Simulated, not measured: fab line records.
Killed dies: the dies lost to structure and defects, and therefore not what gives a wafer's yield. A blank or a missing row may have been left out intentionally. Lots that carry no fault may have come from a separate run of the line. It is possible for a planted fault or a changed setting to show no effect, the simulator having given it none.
Comparing a struck lot with a sound one ; flow gf180mcu ; 44 steps out of a route of 602
Sound: the wafers L256.2, L256.4, L256.6. Struck: wafer L265.4 (left out: L265.6, a lot-mate that was not struck); the cause follows at the end.
Each step with rows lists, per side, the tool, then ch with its chambers, then its first start. Under that, the readings that differ: sound wafers ; struck wafers ; difference of the means ; sigmas: that difference in standard deviations of wafers without a fault.
alike: readings whose means differ by less than 2 such deviations, and words and numbers that are the same on both sides. not compared: withheld readings, readings that some wafer has no value for, bounds like >300 that may hide the same value, and numbers for which the record gives no deviation and whose values overlap.
The two part at a step that has a row with sigmas, a row that says differs or no value, or rows on one side only. Non-overlapping numbers with no deviation appear without sigmas and do not part them. A reading that every wafer of one side lacks parts them only if that side has two wafers or more.

GF_V4_OVL_MEAS_15:
  sound: overlay-01 at day 25 19:44; struck: overlay-01 at day 28 19:14
  alike: V4_OVL
GF_V4_ETCH_16: etches BARC in N2/H2.
  sound on rie diel-03 ch 2,3, day 25 19:46; struck on rie diel-01 ch 2, day 28 19:16
  alike: drypump motor current A, h2 flow sccm, oes product au, rf fwd power W, throttle valve pct
then, 7 steps without rows for these wafers: GF_V4_ETCH_17 (etches SiO2 in C4F8/O2/Ar, stops on TiN, target depth 630 nm); GF_V4_STRIP_18 (strips in O2/N2); GF_V4_STRIP_19 (strips in post etch residue remover, time 1200 s); GF_V4_CLEAN_20 (cleans in DIW); GF_V4_SPUTTER_21 (material Ti, target thk 15 nm, time 80.02 s); GF_V4_SPUTTER_22 (material TiN, target thk 10 nm, time 40 s); GF_V4_CVD_23 (deposits W, target thk 350 nm, time 104.9 s).
GF_V4_RS_MEAS_24: measurement is done with a four-point probe.
  sound: film metro-04 at day 25 20:49; struck: film metro-04 at day 28 20:11
  alike: V4_W_RS
GF_V4_THK_MEAS_25: measures by xrf.
  sound: film metro-04 at day 25 20:55; struck: film metro-04 at day 28 20:17
  alike: V4_W_THK
then, 1 step without rows for these wafers: GF_V4_CMP_26 (polishes, stops on SiO2, t overpolish 15 s, target thk 0 nm).
GF_MIM_SPUTTER_00: material Ti, target thk 37.5 nm, time 150 s.
  sound: pvd sputter-03 at day 25 21:16; struck: pvd sputter-03 at day 28 20:37
reading;sound;struck;difference;sigmas
model.Ti_of_MIM_SPUTTER_00.thk nm (nm);38.26 37.79 38.02;26.11;-11.91;
  alike: throttle valve pct
then, 5 steps without rows for these wafers: GF_MIM_SPUTTER_01 (material TiN, target thk 30 nm, time 25 s); GF_MIM_SPUTTER_02 (material AlCu, target thk 450 nm, time 23.9 s); GF_MIM_SPUTTER_03 (material Ti, target thk 10 nm, time 6.7 s); GF_MIM_SPUTTER_04 (material TiN, target thk 50 nm, time 41.7 s); GF_MIM_CVD_05 (deposits Si3N4, target thk 42 nm, time 29.086 s).
GF_MIM_THK_MEAS_06:
  sound: film metro-04 at day 25 21:32; struck: film metro-04 at day 28 20:54
  alike: MIM_CVD_05_THK
GF_MIM_SPUTTER_07: material TiN, target thk 60 nm, time 50 s.
  sound: pvd sputter-02 at day 25 21:35; struck: pvd sputter-04 at day 28 20:56
  alike: throttle valve pct
GF_MIM_SPUTTER_08: material AlCu, target thk 200 nm, time 10.6 s.
  sound: pvd sputter-02 at day 25 21:38; struck: pvd sputter-04 at day 28 20:58
  alike: throttle valve pct
GF_MIM_SPUTTER_09: material TiN, target thk 35 nm, time 29.2 s.
  sound: pvd sputter-02 at day 25 21:39; struck: pvd sputter-04 at day 28 21:00
  alike: throttle valve pct
GF_MIM_RS_MEAS_10: measurement is done with a four-point probe.
  sound: film metro-02 at day 25 21:42; struck: film metro-02 at day 28 21:05
  alike: MIM_ALCU_RS
GF_MIM_THK_MEAS_11: measures by xrf.
  sound: film metro-02 at day 25 21:49; struck: film metro-02 at day 28 21:11
  alike: MIM_ALCU_THK
then, 7 steps without rows for these wafers: GF_MIM_DEHYDRATE_12 (time 60 s); GF_MIM_HMDS_13 (prime time 60 s); GF_MIM_COAT_14 (resist thk 1000 nm); GF_MIM_SOFTBAKE_15 (time 60 s); GF_MIM_EXPOSE_16 (exposes mask FuseTop, target cd 2000 nm); GF_MIM_PEB_17; GF_MIM_DEVELOP_18 (develop time 60 s).
GF_MIM_METAL_ETCH_19: etches the open film in Cl2/BCl3, stops on Si3N4, target depth 324.5 nm, time 54.1 s.
  sound on rie metal-04 ch 0,1, day 26 16:09; struck on rie metal-03 ch 0, day 29 15:26
  alike: drypump motor current A, oes product au, rf fwd power W, throttle valve pct
  not compared: rf hours counter h
then, 10 steps without rows for these wafers: GF_MIM_STRIP_20 (strips in O2/N2); GF_MIM_STRIP_21 (strips in post etch residue remover, time 1200 s); GF_MIM_CLEAN_22 (cleans in DIW); GF_M5_DEHYDRATE_00 (time 60 s); GF_M5_HMDS_01 (prime time 60 s); GF_M5_COAT_02 (resist thk 1000 nm); GF_M5_SOFTBAKE_03 (time 60 s); GF_M5_EXPOSE_04 (exposes mask Metal5, target cd 280 nm); GF_M5_PEB_05 (peb time 90 s); GF_M5_DEVELOP_06 (develop time 60 s).
GF_M5_METAL_ETCH_10: etches the open film in Cl2/BCl3, stops on SiO2, target depth 627.5 nm, time 104.6 s.
  sound on rie metal-01 ch 1, day 27 12:11; struck on rie metal-01 ch 1, day 30 10:01
reading;sound;struck;difference;sigmas
throttle valve pct (%);28.233 28.253 28.245;28.266;+0.022;+2
model.M5.feature depth nm (nm);608.8 604.8 603.9;588.2;-17.6;
  alike: drypump motor current A, oes product au, rf fwd power W
  not compared: rf hours counter h
-- the record jumps here: 2 days lie between the struck wafers' starts before and after (it left off in module M5 and takes up again in module PASSIVATION, whose first step shown is number 602 of the route) --
GF_PASSIVATION_PROBE_99:
  the record has rows for the struck wafers here (prober-01, day 32 19:10) and none for the sound ones

WHERE THEY PART
Last at GF_PASSIVATION_PROBE_99 as far as this record goes, first at GF_M5_METAL_ETCH_10.

WHY: what had been put in by the simulator
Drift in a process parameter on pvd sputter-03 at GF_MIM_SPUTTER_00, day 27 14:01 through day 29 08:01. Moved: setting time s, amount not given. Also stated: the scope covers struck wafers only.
